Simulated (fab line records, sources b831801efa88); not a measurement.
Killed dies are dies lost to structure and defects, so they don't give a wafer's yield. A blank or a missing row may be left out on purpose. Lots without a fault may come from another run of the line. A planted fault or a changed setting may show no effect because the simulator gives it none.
Which tool did it? | flow gf180mcu | 13 lots, 39 wafers sampled, at 5 steps of a route of 602

WHAT THE GAUGES READ, wafer by wafer
GF_STI_THK_MEAS_30. Usual: STI_OXIDATION_02_THK 9.98 nm, standard deviation 0.18.
lot  | measured    | on            | STI_OXIDATION_02_THK (nm) | flag
L313 | day 2 06:04 | film_metro-04 | 9.79 9.84 9.88            |
L315 | day 3 01:44 | film_metro-02 | 10.07 10.16 10.33         |
L316 | day 3 03:29 | film_metro-01 | 10.36 10.41 10.43         |
L319 | day 3 10:27 | film_metro-04 | 10.22 9.93 10.03          |
L320 | day 3 18:04 | film_metro-02 | 9.85 10.01 10.05          |
L321 | day 3 23:54 | film_metro-04 | 10.27 10.15 10.30         |
L322 | day 4 06:41 | film_metro-01 | 10.05 10.08 9.99          |
L323 | day 4 12:50 | film_metro-02 | 9.83 9.75 9.92            |
L324 | day 4 17:21 | film_metro-01 | 9.95 10.00 9.82           |
L327 | day 5 10:42 | film_metro-02 | 10.17 9.96 10.18          |
L329 | day 5 19:43 | film_metro-02 | 10.08 10.18 9.93          |
L334 | day 6 19:59 | film_metro-01 | 10.06 9.95 9.97           |
L336 | day 7 06:12 | film_metro-01 | 9.76 9.81 9.86            |

GF_VT_IMPLANT_TW_MEAS_32. Usual: VT_IMPLANT_3_TW 270.8, standard deviation 2.4.
lot  | measured     | on            | VT_IMPLANT_3_TW   | flag
L313 | day 6 13:46  | film_metro-04 | 271.7 271.7 271.4 |
L315 | day 7 22:47  | film_metro-03 | 269.0 269.8 267.9 |
L316 | day 8 01:12  | film_metro-02 | 270.6 269.1 270.3 |
L319 | day 8 09:21  | film_metro-03 | 269.0 269.2 267.9 |
L320 | day 8 21:49  | film_metro-02 | 269.2 269.3 269.6 |
L321 | day 9 03:35  | film_metro-03 | 266.5 267.9 266.7 |
L322 | day 9 14:46  | film_metro-02 | 331.4 330.4 330.7 | OFF
L323 | day 9 19:24  | film_metro-02 | 267.2 267.8 267.5 |
L324 | day 10 02:18 | film_metro-03 | 274.8 273.6 272.7 |
L327 | day 11 01:18 | film_metro-02 | 269.3 271.2 269.9 |
L329 | day 11 15:07 | film_metro-04 | 337.9 334.2 337.0 | OFF
L334 | day 12 20:35 | film_metro-04 | 274.3 274.2 274.7 |
L336 | day 13 08:11 | film_metro-04 | 272.1 271.5 271.7 |

WHICH TOOL RAN EACH LOT (tool, then ch and the chambers of the sampled wafers, then the start)
lot  | GF_NWELL_STRIP_10                   | GF_MVPSD_STRIP_10                    | GF_VT_IMPLANT_IMPLANT_30
L313 | plasma_asher-01 ch 0,1, day 3 01:14 | plasma_asher-02 ch 0,1, day 4 17:26  | implanter-04 ch 0, day 6 13:31
L315 | plasma_asher-01 ch 0,1, day 4 04:08 | plasma_asher-02 ch 0,1, day 5 22:38  | implanter-01 ch 0, day 7 22:33
L316 | plasma_asher-01 ch 0,1, day 4 05:38 | plasma_asher-04 ch 0,1, day 6 00:08  | implanter-02 ch 0, day 8 00:57
L319 | plasma_asher-04 ch 0,1, day 4 13:27 | plasma_asher-03 ch 0,1, day 6 08:25  | implanter-04 ch 0, day 8 09:06
L320 | plasma_asher-02 ch 0,1, day 4 21:05 | plasma_asher-03 ch 0,1, day 6 19:12  | implanter-01 ch 0, day 8 21:36
L321 | plasma_asher-04 ch 0,1, day 5 03:47 | plasma_asher-03 ch 0,1, day 7 00:19  | implanter-02 ch 0, day 9 03:20
L322 | plasma_asher-01 ch 0,1, day 5 10:29 | plasma_asher-02 ch 0,1, day 7 10:05  | implanter-02 ch 0, day 9 14:12
L323 | plasma_asher-01 ch 0,1, day 5 15:27 | plasma_asher-02 ch 0,1, day 7 14:44  | implanter-02 ch 0, day 9 19:09
L324 | plasma_asher-04 ch 0,1, day 5 21:51 | plasma_asher-02 ch 0,1, day 7 22:37  | implanter-01 ch 0, day 10 02:03
L327 | plasma_asher-01 ch 0,1, day 6 17:18 | plasma_asher-03 ch 0,1, day 8 19:56  | implanter-01 ch 0, day 11 01:03
L329 | plasma_asher-01 ch 0,1, day 7 03:47 | plasma_asher-03 ch 0,1, day 9 07:31  | implanter-02 ch 0, day 11 14:23
L334 | plasma_asher-01 ch 0, day 8 05:45   | plasma_asher-02 ch 0,1, day 10 11:52 | implanter-02 ch 0, day 12 20:20
L336 | plasma_asher-02 ch 0,1, day 8 15:39 | plasma_asher-02 ch 0,1, day 10 21:29 | implanter-01 ch 0, day 13 07:56
- GF_NWELL_STRIP_10: strips in O2/N2.
- GF_MVPSD_STRIP_10: strips in O2/N2.
- GF_VT_IMPLANT_IMPLANT_30

WHAT THE TOOLS THEMSELVES READ (means of the sampled wafers that have a number; where no wafer has one, the mark that the record gives instead)
GF_NWELL_STRIP_10. Usual: drypump_motor_current_A 5.7 A, standard deviation 0.6; heater_power_w 330 W, standard deviation 36; oes_product_au 0.722 a.u., standard deviation 0.0047; strip_time_to_endpoint_s 37.00 s, standard deviation 0.13.
lot  | tool            | drypump_motor_current_A (A) | heater_power_w (W) | oes_product_au (a.u.) | strip_time_to_endpoint_s (s) | flag
L313 | plasma_asher-01 | 5.3                         | 321                | 0.723                 | 37.01                        |
L315 | plasma_asher-01 | 5.3                         | 319                | 0.723                 | 36.91                        |
L316 | plasma_asher-01 | 5.8                         | 324                | 0.726                 | 37.00                        |
L319 | plasma_asher-04 | 5.9                         | 322                | 0.722                 | 36.91                        |
L320 | plasma_asher-02 | 5.5                         | 317                | 0.720                 | 36.96                        |
L321 | plasma_asher-04 | 6.2                         | 361                | 0.720                 | 37.26                        |
L322 | plasma_asher-01 | 5.3                         | 317                | 0.726                 | 37.06                        |
L323 | plasma_asher-01 | 5.8                         | 324                | 0.718                 | 37.01                        |
L324 | plasma_asher-04 | 5.9                         | 330                | 0.720                 | 36.95                        |
L327 | plasma_asher-01 | 5.8                         | 321                | 0.722                 | 37.04                        |
L329 | plasma_asher-01 | 5.8                         | 318                | 0.719                 | 37.17                        |
L334 | plasma_asher-01 | 4.9                         | 307                | 0.721                 | 36.93                        |
L336 | plasma_asher-02 | 5.4                         | 364                | 0.720                 | 36.87                        |

GF_MVPSD_STRIP_10. Usual: drypump_motor_current_A 5.53 A, standard deviation 0.26; heater_power_w 337 W, standard deviation 43; oes_product_au 0.723 a.u., standard deviation 0.0045; strip_time_to_endpoint_s 36.94 s, standard deviation 0.11.
lot  | tool            | drypump_motor_current_A (A) | heater_power_w (W) | oes_product_au (a.u.) | strip_time_to_endpoint_s (s) | flag
L313 | plasma_asher-02 | 5.53                        | 323                | 0.724                 | 36.97                        |
L315 | plasma_asher-02 | 5.51                        | 333                | 0.720                 | 36.98                        |
L316 | plasma_asher-04 | 6.23                        | 356                | 0.722                 | 37.13                        |
L319 | plasma_asher-03 | 5.52                        | 334                | 0.723                 | 36.93                        |
L320 | plasma_asher-03 | 5.48                        | 333                | 0.721                 | 36.96                        |
L321 | plasma_asher-03 | 5.49                        | 318                | 0.722                 | 36.76                        |
L322 | plasma_asher-02 | 5.51                        | 330                | 0.722                 | 37.04                        |
L323 | plasma_asher-02 | 5.40                        | 355                | 0.726                 | 37.08                        |
L324 | plasma_asher-02 | 5.41                        | 359                | 0.723                 | 36.91                        |
L327 | plasma_asher-03 | 5.49                        | 332                | 0.723                 | 37.12                        |
L329 | plasma_asher-03 | 5.50                        | 320                | 0.725                 | 36.85                        |
L334 | plasma_asher-02 | 5.42                        | 369                | 0.722                 | 37.01                        |
L336 | plasma_asher-02 | 5.40                        | 361                | 0.726                 | 36.84                        |

THE ANSWER, worked out from the rows above alone
Rule: a lot is off if the mean of its wafers that have a number lies more than 3 standard deviations from the usual mean. A lot without any number at a reading at which 4 lots or more have one is off too. The other lots that the step has rows for count as sound. The gauges are gone through in route order, then the tools' own readings, and for those a lot's mean is taken as printed above. The first step at which some lot is off is used, and at that step the reading that is off furthest; a lot without a number counts as furthest.
Off: L322, L329, at GF_VT_IMPLANT_TW_MEAS_32 (VT_IMPLANT_3_TW).
A tool fits if, at a process step before that reading, it ran every lot that is off, and no sound lot after the first of them. The gauges at GF_VT_IMPLANT_TW_MEAS_32 are tried like those tools. None of those tried fits.

WHAT THE SIMULATOR HAD PUT IN
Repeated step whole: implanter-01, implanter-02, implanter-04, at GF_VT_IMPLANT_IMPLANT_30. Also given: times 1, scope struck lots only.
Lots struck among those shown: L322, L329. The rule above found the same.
